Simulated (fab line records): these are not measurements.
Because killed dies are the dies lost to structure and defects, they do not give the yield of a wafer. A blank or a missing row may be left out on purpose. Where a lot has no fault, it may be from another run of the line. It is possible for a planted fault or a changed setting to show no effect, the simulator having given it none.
What tool caused it? :: flow sky130 :: 6 lots with 18 wafers sampled at 2 steps, on a route of 708 steps

## WHAT EACH GAUGE READ, for each wafer
SKY_VIA1_OVL_MEAS_13.
lot: L194
measured: day 34 09:08
on: overlay-01
VIA1_OVL (nm): 0 -8 -5

lot: L197
measured: day 35 06:16
on: overlay-02
VIA1_OVL (nm): -4 -13 2

lot: L206
measured: day 38 04:23
on: overlay-02
VIA1_OVL (nm): -5 5 2

lot: L209
measured: day 39 06:45
on: overlay-02
VIA1_OVL (nm): -5 6 -4

lot: L212
measured: day 39 21:55
on: overlay-01
VIA1_OVL (nm): -9 -6 -4

lot: L214
measured: day 40 10:13
on: overlay-01
VIA1_OVL (nm): 6 2 9

## TOOL THAT RAN EACH LOT (tool first, then ch and the chambers of the sampled wafers, then the start)
lot: L194
SKY_CONTACT_CVD_00: pecvd-02 ch 1,2, day 30 20:31

lot: L197
SKY_CONTACT_CVD_00: pecvd-02 ch 0,2, day 31 16:26

lot: L206
SKY_CONTACT_CVD_00: pecvd-02 ch 0,1, day 34 19:29

lot: L209
SKY_CONTACT_CVD_00: pecvd-02 ch 0,2, day 35 21:26

lot: L212
SKY_CONTACT_CVD_00: pecvd-02 ch 0,1,2, day 36 13:37

lot: L214
SKY_CONTACT_CVD_00: pecvd-03 ch 0,1, day 37 04:39
- SKY_CONTACT_CVD_00: deposits Si3N4, target thk 75 nm.

## THE ANSWER, worked out from the rows above alone
Rule: the usual values come from the lots themselves. Put in order of their means at a reading, lots are off if they are a third of the lots or fewer, leave a main group of 4 or more, and stand apart from it by a gap of 3 or more times the standard deviation of the main group's means; of several such gaps the widest counts. The tables above print the reading to a certain number of digits; a main group whose means all agree to those digits is not used. Also off: a lot with no number at a reading for which 4 or more lots have one. Any other lot the step has rows for is counted as sound.
Across all readings shown, no lot is off: no conclusion can be drawn from this.

## WHAT THE SIMULATOR HAD INSERTED
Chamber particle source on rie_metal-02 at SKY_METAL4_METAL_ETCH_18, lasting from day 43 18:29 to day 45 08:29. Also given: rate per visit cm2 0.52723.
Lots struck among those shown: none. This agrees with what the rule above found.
